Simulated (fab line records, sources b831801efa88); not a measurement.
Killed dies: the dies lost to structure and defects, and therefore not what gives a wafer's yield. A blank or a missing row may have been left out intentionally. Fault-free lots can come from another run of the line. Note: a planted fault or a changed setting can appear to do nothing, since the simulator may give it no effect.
Comparing a struck lot with a sound one | flow sky130 | 15 out of 708 route steps
Sound: wafers L226.1, L226.3, L226.6. Struck: wafers L234.1, L234.3, L234.4. At the end, the cause is stated.
Each step with rows lists, per side, the tool, then ch with its chambers, then its first start. Under that, the readings that differ: sound wafers | struck wafers | difference of the means | sigmas: that difference in standard deviations of wafers without a fault.
alike: readings with means less than 2 such deviations apart, plus words and numbers identical on both sides. not compared: withheld readings, readings lacking a value on some wafer, bounds such as >300 that could conceal the same value, and numbers that have no deviation in the record and whose values overlap.
Wherever a step has rows on one side only, a row that says differs or no value, or a row with sigmas, the two part there. Non-overlapping numbers with no deviation appear without sigmas and do not part them. A reading that every wafer of one side lacks parts them only if that side has two wafers or more.

first, 4 steps without rows for these wafers: SKY_VIA4_STRIP_13 (strips in O2/N2); SKY_VIA4_STRIP_14 (strips in post etch residue remover, time 1200 s); SKY_VIA4_CLEAN_15 (cleans in IPA, time 180 s); SKY_VIA4_CLEAN_16 (cleans in O3/DIW).
SKY_VIA4_SPUTTER_17: material TiN, target thk 20 nm, time 77.03 s.
  struck on pvd-sputter-01, day 45 07:13; sound on pvd-sputter-04, day 42 23:53
  alike: cathode-dc-power-W, chamber-pressure-pa, throttle-valve-pct
then, 1 step without rows for these wafers: SKY_VIA4_CVD_18 (deposits W, target thk 505 nm, time 152.14 s).
SKY_VIA4_RS_MEAS_19: measurement is done with a four-point probe.
  struck on film-metro-01, day 45 07:26; sound on film-metro-02, day 43 00:05
  alike: VIA4_W_RS
SKY_VIA4_THK_MEAS_20: measures by xrf.
  struck on film-metro-01, day 45 07:33; sound on film-metro-02, day 43 00:13
  alike: VIA4_W_THK
SKY_VIA4_CMP_21: polishes, stops on SiO2, t overpolish 25 s, target thk 0 nm.
  sound on cmp-01 ch 0,2,3, day 43 00:19; struck on cmp-01 ch 0,1,3, day 45 07:40
  reading                | sound       | struck      | difference | sigmas
  time-to-endpoint-s (s) | 129 132 126 | 119 120 116 | -11        | -3
  alike: motor-current-A, overpolish-run-s, platen-rpm
SKY_METAL5_SPUTTER_00: material Ti, target thk 15 nm, time 10 s.
  struck on pvd-sputter-02, day 45 07:55; sound on pvd-sputter-01, day 43 00:34
  alike: cathode-dc-power-W, chamber-pressure-pa, throttle-valve-pct
SKY_METAL5_SPUTTER_01: material TiN, target thk 20 nm, time 16.7 s.
  struck on pvd-sputter-02, day 45 07:56; sound on pvd-sputter-01, day 43 00:35
  alike: cathode-dc-power-W, chamber-pressure-pa, throttle-valve-pct
SKY_METAL5_SPUTTER_02: material AlCu, target thk 1150 nm, time 61.2 s.
  struck on pvd-sputter-02, day 45 07:57; sound on pvd-sputter-01, day 43 00:37
  alike: cathode-dc-power-W, chamber-pressure-pa, throttle-valve-pct
SKY_METAL5_SPUTTER_03: material Ti, target thk 5 nm, time 3.3 s.
  struck on pvd-sputter-02, day 45 08:00; sound on pvd-sputter-01, day 43 00:40
  no value came back on the struck wafers for cathode-dc-power-W (W), chamber-pressure-pa (Pa), throttle-valve-pct (%); on the sound wafers cathode-dc-power-W (W) reads 2999.8 3000.4 2999.2
then, 1 step without rows for these wafers: SKY_METAL5_SPUTTER_04 (material TiN, target thk 70 nm, time 58.3 s).
-- the record jumps here: 3 days lie between the struck wafers' starts before and after (it left off in module METAL5 and takes up again in module PAD_OPEN, whose first step shown is number 708 of the route) --
SKY_PAD_OPEN_PROBE_99:
  struck on prober-02, day 48 01:32; sound on prober-02, day 45 22:09
  alike: defect-limited-yield, killed_at_M0_to_M3, killed_at_M4_up, killed-at-contacts, killed-at-front-end, killed-at-other, killed-dies, killed-open, killed-short, sort_bin_3_pad_short, sort_bin_5_function, sort_bin_6_memory, sort-n-pass, sort-yield-pct

== WHERE THEY PART ==
Earliest at SKY_VIA4_CMP_21; latest, in this record, at SKY_METAL5_SPUTTER_03. Later steps at which nothing parts them and some readings are alike: SKY_PAD_OPEN_PROBE_99.

WHY: what the simulator had put in
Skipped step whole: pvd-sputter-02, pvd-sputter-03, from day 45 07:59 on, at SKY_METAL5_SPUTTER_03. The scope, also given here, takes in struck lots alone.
